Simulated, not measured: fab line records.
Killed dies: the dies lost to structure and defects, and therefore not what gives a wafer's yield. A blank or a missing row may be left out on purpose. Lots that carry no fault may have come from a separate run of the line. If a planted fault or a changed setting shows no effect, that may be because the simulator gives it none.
Problem report in the 8D (eight disciplines) form, filled by code	flow gf180mcu	the parts of the form that need people (team, actions taken, sign-off) are left out

1. PROBLEM STATEMENT
Across 6 wafers from 2 lots, MVSD_TW at GF_MVSD_TW_MEAS_11 averages 1794, while fault-free wafers read 1576 with a standard deviation of 13. Relative to the usual mean, that is a shift of +17 standard deviations.
First observed at day 8 06:28: wafer L123.2, on film-metro-04. The record has a number at this step for 36 wafers belonging to 12 lots. Rule for "out", or "out of limits": more than 4 standard deviations from the usual mean. All remaining wafers that have a number are taken as sound.

2. WHAT IT IS, AND WHAT IT ISN'T
question	is	is not
which readings at this step	MVSD_TW	-
which lots	L123, L126	L107, L108, L111, L112, L114, L116, L117, L127, L129, L130
which wafers of those lots	all that have a number	-
read on which gauges	film-metro-03, film-metro-04	film-metro-01
when	from day 8 06:28	up to then (21 sound wafers); but 9 sound wafers of L127, L129, L130 came after

3. SUSPECTS, AND WHAT RULES EACH OUT
Counting: a tool at a process step up to the reading stays a suspect if it ran every lot that is out and no sound lot after the first of them.
- ruled out: the gauge at GF_MVSD_TW_MEAS_11. 2 gauges (film-metro-03, film-metro-04) read the wafers that are out.
- implanter-01 at GF_MVSD_IMPLANT_08: kept. Every lot that is out went through it, starting with L123 (day 8 06:05), and after that it ran no sound lot; the last sound lot it ran before then is L117 (day 6 17:27). Its own dose-ions-cm2, faraday-current-uA readings are out on those wafers.
After counting, what remains is implanter-01 at GF_MVSD_IMPLANT_08.

4. THE CAUSE (what the simulator had put in)
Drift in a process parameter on implanter-01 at GF_MVSD_IMPLANT_08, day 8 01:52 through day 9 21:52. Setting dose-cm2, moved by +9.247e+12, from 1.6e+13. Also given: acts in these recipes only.
After counting, this tool was the only one left.

5. SEQUENCE OF EFFECTS, ordered by route
Each row: a reading where the mean over the struck wafers with a number is more than 3 standard deviations away from the usual. Scope: only readings with a usual standard deviation given in the record; hours: median across lots of the time from each lot's start at the first step in this table that gives one to its start at this step; sigmas: change in usual standard deviations.
hours	step	reading	usual	on struck wafers	change	sigmas
0	GF_MVSD_IMPLANT_08	dose-ions-cm2	1.5998e+13	2.5240e+13	+9.2415e+12	+99 or more
0	GF_MVSD_IMPLANT_08	faraday-current-uA	90.2	142.2	+52.0	+29
0	GF_MVSD_TW_MEAS_11	MVSD_TW	1576	1794	+218	+17
90	GF_VT_IMPLANT_RS_MEAS_46	MVSD_RS	456.5 ohm/sq	369.5	-87.0	-87
The process steps in it:
- GF_MVSD_IMPLANT_08

6. WHAT WOULD HAVE CAUGHT IT SOONER
5 hours passed between the start of the fault at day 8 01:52 and the first reading out of limits at a measuring or inspecting step in this record, taken at day 8 06:28.
At GF_MVSD_IMPLANT_08, the tool's own readings (dose-ions-cm2, faraday-current-uA) were out on each struck wafer the step has a row for, so an alarm limit on them would have fired on the first such wafer.
Among the 2 lots that are out, L126 began GF_MVSD_IMPLANT_08 on implanter-01 after day 8 06:28. A tool hold placed at that time would have kept it from harm.
